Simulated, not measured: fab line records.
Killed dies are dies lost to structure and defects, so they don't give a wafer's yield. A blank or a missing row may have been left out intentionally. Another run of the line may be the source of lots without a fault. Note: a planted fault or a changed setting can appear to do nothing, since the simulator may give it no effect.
fab line records	flow sfq-line
record lots=15	wafers=45	last-day=81
route steps=325 shown I2@103 M3@119
lots that met no fault: taken from a fault-free run of the same line
start-h: hours from the record's opening day to when the first of the lot's shown wafers began	wait-h: hours since the lot's step before	" same as the row above	L1.1+2: several wafers, shown together as one row	- value missing, or start not given	* or withheld: withheld	< > ~ a bound
route shown NAME@n: NAME is a module with steps in the file, n the number in the route of the first one	usual: average and standard deviation across the fault-free wafers	same: alike in all rows	chamber/n: place in a boat	sites: readings site by site	_std_site: standard deviation across them	_edge_site: inner sites' mean taken away from outer sites' mean	radius-mm: how far each site lies from the wafer's centre	mask NAME#n: copy n	behind: tool/chamber where the wafer was last shaped	hold: why the lot was held/for how many hours/how that ended	device: which transistor (n, p or np) failed to switch	end of line: the route-end tests of the same wafers	where a step has no rows: the recipe by itself	killed: at the first sort, the dies lost to defects and structure; wafer yield is something else	map: a wafer's dies, marking killed ones x, the rest . and places with no die _
set.NAME: the run value of the setting; set.NAME@STEP: its run value at that earlier step	model.NAME: the simulator's own value behind a step, which no gauge read
one table for each step of the route and one row for each wafer, over a sample of lots
services: from which hour (start-h, from the record's first day; less than 0 if before it) a tool's chamber was out of use, for how many hours, and why
## steps
# step SFQ_TRILAYER_I2_DEP_PECVD_063
# recipe material=SiO2	temp-c=150	time-s=111.11	pressure-torr=2.4	rf-w=183.3	precursor=SiH4/N2O	target-thk-nm=500
# usual heater-power-w=86/7.8	rf-fwd-power-W=182.4/0.6	showerhead-vpp-V=838/55	throttle-valve-pct=24.8/0.82
lot.wafer	tool	chamber	start-h	wait-h	heater-power-w	rf-fwd-power-W	showerhead-vpp-V	throttle-valve-pct
L928.3	pecvd-03	0	572.49	0.0	72	183.0	830	26.3
L928.4	"	0	"	"	75	182.7	830	25.9
L928.5	"	2	"	"	85	182.9	843	24.1
L929.3	pecvd-01	1	718.93	0.0	78	183.0	814	24.0
L929.4	"	2	"	"	91	181.9	838	24.5
L929.6	"	0	"	"	89	182.3	813	24.9
L933.1	pecvd-01	0	762.92	0.0	89	183.5	809	25.1
L933.2	"	2	"	"	81	182.3	821	24.4
L933.5	"	1	"	"	85	183.3	827	24.2
L934.1	pecvd-01	0	777.32	0.0	88	182.5	814	25.2
L934.3	"	2	"	"	89	181.7	826	24.2
L934.6	"	0	"	"	90	183.3	811	25.4
L936.1	pecvd-03	0	799.71	0.0	80	182.1	822	26.0
L936.3	"	0	"	"	65	182.3	825	26.2
L936.5	"	0	"	"	71	182.2	823	25.9
L937.1	pecvd-01	1	803.31	0.0	94	181.9	826	24.4
L937.2	"	2	"	"	98	183.3	826	24.4
L937.5	"	1	"	"	94	182.9	814	24.6
L938.1	pecvd-04	1	815.72	0.0	88	181.5	754	24.5
L938.2	"	2	"	"	80	182.6	794	24.7
L938.4	"	1	"	"	96	181.1	766	24.9
L940.2	pecvd-03	2	828.92	0.0	93	181.7	834	23.6
L940.5	"	0	"	"	80	182.7	842	26.0
L940.6	"	1	"	"	81	182.6	869	25.7
L942.2	pecvd-04	1	844.17	0.0	81	181.6	763	25.0
L942.4	"	0	"	"	78	182.3	966	24.8
L942.6	"	2	"	"	78	181.8	811	24.9
L943.4	pecvd-04	2	849.03	0.0	66	182.6	815	24.8
L943.5	"	1	"	"	95	182.5	763	25.0
L943.6	"	0	"	"	86	182.7	976	24.8
L944.1	pecvd-04	1	857.39	0.0	90	181.8	765	24.7
L944.4	"	0	"	"	89	182.6	995	24.4
L944.5	"	1	"	"	93	181.4	765	24.5
L947.2	pecvd-03	1	874.30	0.0	89	182.3	862	26.0
L947.3	"	0	"	"	76	183.6	831	26.0
L947.5	"	0	"	"	76	183.1	813	26.1
L948.3	pecvd-01	1	886.09	0.0	85	181.3	831	24.6
L948.4	"	0	"	"	96	183.0	825	25.8
L948.5	"	2	"	"	94	182.8	831	24.9
L949.3	pecvd-04	1	956.13	0.0	94	181.5	781	24.8
L949.5	"	1	"	"	97	181.7	766	24.8
L949.6	"	2	"	"	79	182.0	796	24.5
L950.2	pecvd-03	1	961.56	0.0	83	182.6	859	22.5
L950.3	"	0	"	"	77	181.8	817	23.0
L950.6	"	2	"	"	94	183.6	842	22.5
# step SFQ_TRILAYER_I2_CMP_CMP_064
# recipe material=SiO2	down-force-psi=3	platen-rpm=60	pad-velocity-m-s=0.94248
# usual edge-zone-pressure-frac=0.999/0.0052	head-pressure-psi=3.000/0.0065	motor-current-A=10.2/1	slurry-filter-dp-kPa=13.50/0.15	time-to-endpoint-s=216/7.7
lot.wafer	tool	chamber	start-h	wait-h	edge-zone-pressure-frac	head-pressure-psi	motor-current-A	slurry-filter-dp-kPa	time-to-endpoint-s
L928.3	cmp-01	0	585.20	12.7	1.012	3.003	10.3	13.72	222
L928.4	"	1	"	"	0.992	3.002	9.6	13.55	209
L928.5	"	3	586.70	14.1	1.001	3.005	10.3	13.61	223
L929.3	cmp-01	0	719.01	0.0	0.992	2.998	9.9	13.51	226
L929.4	"	2	720.01	1.0	1.010	2.997	11.3	13.47	224
L929.6	"	0	721.01	2.0	0.997	2.989	9.8	13.63	234
L933.2	cmp-02	1	764.00	1.0	1.003	3.009	11.2	13.57	228
L933.1	"	2	"	"	1.003	2.992	10.1	13.40	226
L933.5	"	0	765.50	2.5	1.009	2.996	10.9	13.19	216
L934.1	cmp-02	1	777.90	0.5	0.999	3.004	10.9	13.64	203
L934.3	"	3	778.90	1.5	0.993	3.004	8.0	13.51	208
L934.6	"	1	779.90	2.5	0.995	3.000	10.8	13.58	206
L936.3	cmp-02	3	799.83	0.0	0.991	3.002	7.8	13.53	218
L936.1	"	2	801.33	1.6	1.002	3.004	9.4	13.56	212
L936.5	"	0	802.33	2.5	0.998	3.000	10.6	13.53	208
L937.2	cmp-01	2	805.19	1.8	0.997	2.992	10.5	13.59	220
L937.1	"	0	806.19	2.8	0.998	2.989	10.3	13.73	219
L937.5	"	3	807.69	4.3	0.999	2.999	10.3	13.47	217
L938.4	cmp-02	0	817.17	1.4	1.003	2.999	10.8	13.61	225
L938.1	"	1	"	"	0.996	2.998	11.4	13.38	220
L938.2	"	3	818.67	2.9	0.996	2.996	7.8	13.38	224
L940.2	cmp-01	2	831.39	2.4	0.993	3.003	10.8	13.49	210
L940.6	"	0	832.39	3.4	0.995	2.997	9.9	13.29	221
L940.5	"	1	"	"	1.004	3.009	10.2	13.42	215
L942.4	cmp-02	1	847.67	3.4	-	-	-	-	-
L942.2	"	3	848.67	4.5	-	-	-	-	-
L942.6	"	0	"	"	-	-	-	-	-
L943.4	cmp-02	2	853.67	4.6	-	-	-	-	-
L943.6	"	1	855.17	6.1	-	-	-	-	-
L943.5	"	2	"	"	-	-	-	-	-
L944.4	cmp-01	0	863.39	5.9	-	-	-	-	-
L944.1	"	2	864.39	7.0	-	-	-	-	-
L944.5	"	0	865.39	7.9	-	-	-	-	-
L947.2	cmp-01	2	887.39	13.0	0.996	2.988	11.2	13.55	214
L947.3	"	3	"	"	0.999	2.995	10.6	13.55	215
L947.5	"	2	889.39	15.0	1.000	2.987	10.2	13.39	217
L948.3	cmp-01	2	899.39	13.3	1.002	3.005	10.9	13.66	211
L948.4	"	3	"	"	1.003	3.006	10.7	13.62	223
L948.5	"	3	901.89	15.7	0.995	3.004	10.4	13.67	230
L949.3	cmp-01	1	963.83	7.7	1.003	2.989	9.8	13.56	212
L949.5	"	1	965.83	9.6	0.997	2.990	9.7	13.38	216
L949.6	"	2	"	"	1.007	3.008	11.3	13.51	220
L950.3	cmp-01	2	969.83	8.2	1.000	3.004	10.9	13.46	201
L950.2	"	3	"	"	1.000	3.007	10.8	13.56	216
L950.6	"	3	972.33	10.7	0.999	2.994	10.9	13.36	221
# step SFQ_TRILAYER_I2_METRO_MEASURE_065
# usual thk-nm=200.3/1.1
lot.wafer	tool	chamber	start-h	wait-h	thk-nm
L928.3	film-metro-03	-	587.72	0.5	200.4
L928.4	"	-	"	"	199.0
L928.5	"	-	"	"	199.0
L929.3	film-metro-02	-	722.53	0.5	200.7
L929.4	"	-	"	"	200.9
L929.6	"	-	"	"	201.5
L933.1	film-metro-04	-	766.12	0.1	200.7
L933.2	"	-	"	"	200.6
L933.5	"	-	"	"	200.3
L934.1	film-metro-03	-	780.52	0.1	200.6
L934.3	"	-	"	"	200.5
L934.6	"	-	"	"	201.9
L936.1	film-metro-03	-	802.95	0.1	203.2
L936.3	"	-	"	"	201.7
L936.5	"	-	"	"	201.4
L937.1	film-metro-03	-	808.35	0.1	201.1
L937.2	"	-	"	"	199.4
L937.5	"	-	"	"	200.7
L938.1	film-metro-02	-	820.29	0.1	199.8
L938.2	"	-	"	"	199.7
L938.4	"	-	"	"	199.1
L940.2	film-metro-02	-	833.71	0.3	198.8
L940.5	"	-	"	"	199.0
L940.6	"	-	"	"	200.3
L942.2	film-metro-04	-	850.49	0.3	501.4
L942.4	"	-	"	"	504.2
L942.6	"	-	"	"	507.9
L943.4	film-metro-04	-	856.89	0.6	506.3
L943.5	"	-	"	"	506.7
L943.6	"	-	"	"	500.8
L944.1	film-metro-02	-	866.51	0.1	500.8
L944.4	"	-	"	"	500.4
L944.5	"	-	"	"	509.5
L947.2	film-metro-03	-	890.71	0.3	200.2
L947.3	"	-	"	"	201.2
L947.5	"	-	"	"	200.5
L948.3	film-metro-04	-	902.91	0.5	200.2
L948.4	"	-	"	"	201.2
L948.5	"	-	"	"	202.3
L949.3	film-metro-04	-	967.35	0.5	200.9
L949.5	"	-	"	"	200.8
L949.6	"	-	"	"	201.2
L950.2	film-metro-04	-	973.15	0.3	201.2
L950.3	"	-	"	"	198.6
L950.6	"	-	"	"	201.4
# step SFQ_TRILAYER_I2_VIA_ETCH_VIA_ETCH_070
# recipe target=SiO2	stop-on=Nb	mask-material=PR	taper-deg=20	chemistry=CHF3	target-depth-nm=260	source-w=500	bias-w=80	pressure-mtorr=30	time-s=withheld
# usual drypump-motor-current-A=5.8/0.44	oes-product-au=0.855/0.0058	rf-fwd-power-W=498.2/1.7
lot.wafer	tool	chamber	start-h	wait-h	drypump-motor-current-A	oes-product-au	rf-fwd-power-W
L928.3	rie-diel-03	2	720.57	0.0	5.7	0.859	499.0
L928.4	"	0	"	"	5.3	0.854	497.0
L928.5	"	0	"	"	5.3	0.858	497.2
L929.3	rie-diel-02	0	727.24	0.0	5.9	0.866	501.8
L929.4	"	2	"	"	5.5	0.859	497.8
L929.6	"	0	"	"	5.9	0.851	499.9
L933.1	rie-diel-02	0	769.77	0.0	5.9	0.853	496.7
L933.2	"	3	"	"	5.4	0.859	498.9
L933.5	"	3	"	"	5.4	0.862	498.8
L934.1	rie-diel-03	1	784.05	0.0	6.4	0.850	498.5
L934.3	"	2	"	"	5.7	0.846	499.7
L934.6	"	0	"	"	5.3	0.864	496.0
L936.1	rie-diel-04	3	808.36	0.0	6.4	0.863	496.9
L936.3	"	1	"	"	5.2	0.853	499.3
L936.5	"	2	"	"	5.5	0.848	499.6
L937.1	rie-diel-04	2	812.71	0.0	5.5	0.859	498.5
L937.2	"	0	"	"	6.2	0.861	499.0
L937.5	"	0	"	"	6.2	0.866	497.8
L938.1	rie-diel-04	3	823.81	0.0	6.5	0.855	499.6
L938.2	"	1	"	"	5.3	0.849	496.6
L938.4	"	0	"	"	6.2	0.846	496.0
L940.2	rie-diel-04	3	844.25	0.0	6.4	0.855	499.4
L940.5	"	1	"	"	5.3	0.844	500.0
L940.6	"	0	"	"	6.2	0.847	496.4
L942.2	rie-diel-03	3	853.81	0.0	6.2	1.592	499.9
L942.4	"	0	"	"	5.3	1.626	499.3
L942.6	"	2	"	"	5.7	1.621	500.1
L943.4	rie-diel-04	3	859.81	0.0	6.4	1.619	498.3
L943.5	"	0	"	"	6.2	1.628	497.0
L943.6	"	3	"	"	6.4	1.624	497.0
L944.1	rie-diel-03	2	870.98	0.0	5.7	1.648	500.1
L944.4	"	1	"	"	6.4	1.617	496.0
L944.5	"	0	"	"	5.3	1.613	498.7
L947.2	rie-diel-02	0	894.93	0.0	5.9	0.857	502.0
L947.3	"	3	"	"	5.4	0.866	499.0
L947.5	"	0	"	"	5.9	0.860	498.5
L948.3	rie-diel-03	3	1036.75	0.0	6.2	0.855	500.6
L948.4	"	3	"	"	6.2	0.857	498.9
L948.5	"	2	"	"	5.7	0.872	499.5
L949.3	rie-diel-02	1	1096.50	0.0	6.4	0.859	496.8
L949.5	"	2	"	"	5.5	0.853	497.3
L949.6	"	3	"	"	5.4	0.855	499.0
L950.2	rie-diel-04	3	1101.30	0.0	6.4	0.865	495.8
L950.3	"	2	"	"	5.5	0.853	497.6
L950.6	"	3	"	"	6.4	0.861	499.0
# step SFQ_TRILAYER_M3_DEP_SPUTTER_073
# recipe material=Nb	base-pressure-pa=1.33e-06	chamber-pressure-pa=0.1333	substrate-temp-c=20	resputter-cathode-voltage-v=400	target-thk-nm=200	power-w=2000	time-s=133.3
# usual cathode-dc-power-W=2000.0/0.35	throttle-valve-pct=30.0/0.66
lot.wafer	tool	chamber	start-h	wait-h	cathode-dc-power-W	throttle-valve-pct
L928.3	pvd-sputter-04	-	721.51	0.0	2000.4	30.0
L928.4	"	-	"	"	1999.9	31.0
L928.5	"	-	"	"	1999.9	29.9
L929.3	pvd-sputter-06	-	728.16	0.0	1999.7	30.4
L929.4	"	-	"	"	2000.2	30.7
L929.6	"	-	"	"	2000.2	29.6
L933.1	pvd-sputter-06	-	770.71	0.0	1999.2	30.4
L933.2	"	-	"	"	1999.6	29.3
L933.5	"	-	"	"	2000.3	29.3
L934.1	pvd-sputter-05	-	784.96	0.0	1999.7	30.1
L934.3	"	-	"	"	2000.1	30.9
L934.6	"	-	"	"	2000.5	30.6
L936.1	pvd-sputter-06	-	809.47	0.0	1999.9	30.3
L936.3	"	-	"	"	2000.1	29.6
L936.5	"	-	"	"	2000.1	30.4
L937.1	pvd-sputter-06	-	813.62	0.0	1999.4	30.3
L937.2	"	-	"	"	2000.3	30.7
L937.5	"	-	"	"	1999.8	29.5
L938.1	pvd-sputter-05	-	824.73	0.0	2000.1	31.3
L938.2	"	-	"	"	2001.0	29.6
L938.4	"	-	"	"	2000.1	30.1
L940.2	pvd-sputter-05	-	845.17	0.0	2000.2	30.4
L940.5	"	-	"	"	1999.6	30.2
L940.6	"	-	"	"	2000.1	30.0
L942.2	pvd-sputter-06	-	854.75	0.0	1999.8	29.6
L942.4	"	-	"	"	1999.1	30.4
L942.6	"	-	"	"	1999.7	28.7
L943.4	pvd-sputter-05	-	860.73	0.0	2000.3	30.2
L943.5	"	-	"	"	2000.1	30.1
L943.6	"	-	"	"	2000.4	29.9
L944.1	pvd-sputter-05	-	871.90	0.0	2000.1	31.0
L944.4	"	-	"	"	1999.7	30.1
L944.5	"	-	"	"	2000.4	30.0
L947.2	pvd-sputter-06	-	895.84	0.0	2000.2	29.6
L947.3	"	-	"	"	2000.2	28.7
L947.5	"	-	"	"	1999.9	30.3
L948.3	pvd-sputter-05	-	1038.27	0.0	1999.9	30.2
L948.4	"	-	"	"	2000.4	29.7
L948.5	"	-	"	"	2000.3	30.3
L949.3	pvd-sputter-05	-	1097.43	0.0	1999.9	29.8
L949.5	"	-	"	"	2000.0	30.0
L949.6	"	-	"	"	1999.7	30.2
L950.2	pvd-sputter-04	-	1102.23	0.0	2000.0	30.9
L950.3	"	-	"	"	2000.3	30.5
L950.6	"	-	"	"	1999.9	30.5
# step SFQ_M3_RS_MEAS_919
# recipe thk-meas-gauge=four-point-probe	reads=Nb_of_TRILAYER_M3_DEP_SPUTTER_073
# usual M3_NB_RS=0.890/0.0086
lot.wafer	tool	chamber	start-h	wait-h	M3_NB_RS[ohm/sq]
L928.3	film-metro-01	-	721.64	0.1	0.889
L928.4	"	-	"	"	0.896
L928.5	"	-	"	"	0.887
L929.3	film-metro-01	-	728.29	0.1	0.889
L929.4	"	-	"	"	0.904
L929.6	"	-	"	"	0.896
L933.1	film-metro-03	-	770.80	0.0	0.883
L933.2	"	-	"	"	0.896
L933.5	"	-	"	"	0.892
L934.1	film-metro-03	-	785.05	0.0	0.891
L934.3	"	-	"	"	0.890
L934.6	"	-	"	"	0.891
L936.1	film-metro-02	-	809.56	0.0	0.892
L936.3	"	-	"	"	0.888
L936.5	"	-	"	"	0.890
L937.1	film-metro-03	-	813.71	0.0	0.877
L937.2	"	-	"	"	0.884
L937.5	"	-	"	"	0.893
L938.1	film-metro-02	-	824.82	0.0	0.888
L938.2	"	-	"	"	0.903
L938.4	"	-	"	"	0.896
L940.2	film-metro-02	-	845.28	0.1	0.893
L940.5	"	-	"	"	0.891
L940.6	"	-	"	"	0.884
L942.2	film-metro-02	-	854.86	0.1	0.896
L942.4	"	-	"	"	0.890
L942.6	"	-	"	"	0.874
L943.4	film-metro-01	-	860.88	0.1	0.887
L943.5	"	-	"	"	0.892
L943.6	"	-	"	"	0.893
L944.1	film-metro-01	-	871.99	0.0	0.875
L944.4	"	-	"	"	0.885
L944.5	"	-	"	"	0.888
L947.2	film-metro-01	-	895.95	0.1	0.898
L947.3	"	-	"	"	0.875
L947.5	"	-	"	"	0.885
L948.3	film-metro-02	-	1038.40	0.1	0.881
L948.4	"	-	"	"	0.899
L948.5	"	-	"	"	0.880
L949.3	film-metro-02	-	1097.56	0.1	0.902
L949.5	"	-	"	"	0.890
L949.6	"	-	"	"	0.881
L950.2	film-metro-02	-	1102.34	0.1	0.888
L950.3	"	-	"	"	0.889
L950.6	"	-	"	"	0.886
## services
tool	chamber	start-h	hours	kind
cmp-02	-	553.15	1.4	repair
cmp-02	-	576.12	4.0	pm
pvd-sputter-06	-	579.43	5.4	repair
cmp-02	-	607.46	3.4	repair
cmp-02	-	615.62	0.4	repair
rie-diel-04	2	619.81	2.6	repair
film-metro-04	-	641.33	16.8	repair
cmp-02	-	681.93	0.4	repair
pvd-sputter-06	-	685.44	2.7	repair
film-metro-04	-	691.22	0.6	pm
rie-diel-04	0	694.72	3.0	repair
cmp-01	-	737.28	3.8	pm
cmp-01	-	747.13	4.0	pm
cmp-01	-	747.65	1.2	repair
cmp-01	-	771.12	1.6	repair
pvd-sputter-05	-	867.98	1.3	repair
pvd-sputter-05	-	868.12	3.2	repair
cmp-01	-	917.30	1.5	repair
pvd-sputter-05	-	935.09	4.2	repair
cmp-01	-	1038.53	0.4	repair
pvd-sputter-05	-	1061.17	1.5	repair
cmp-01	-	1089.55	4.0	pm
cmp-01	-	1093.18	0.9	repair
cmp-01	-	1097.03	14.8	pm
## key
first-sign step=SFQ_TRILAYER_I2_CMP_CMP_064	reading=tool-record	direction=missing
effect step=SFQ_TRILAYER_I2_METRO_MEASURE_065	reading=thk-nm	direction=up	sigmas=99+	usual=200.3	struck=504.2
effect step=SFQ_TRILAYER_I2_VIA_ETCH_VIA_ETCH_070	reading=oes-product-au	direction=up	sigmas=99+	usual=0.855	struck=1.621
met-at SFQ_TRILAYER_I2_CMP_CMP_064
struck-lots L942,L943,L944
not-acting-at SFQ_TRILAYER_I2_DEP_PECVD_063,SFQ_TRILAYER_M3_DEP_SPUTTER_073,SFQ_M3_RS_MEAS_919
onset-between 831.39 847.67
fault kind=skipped-step-whole	tool=cmp-01,cmp-02	chamber=-	onset-h=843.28	steps=SFQ_TRILAYER_I2_CMP_CMP_064	scope=struck-lots-only
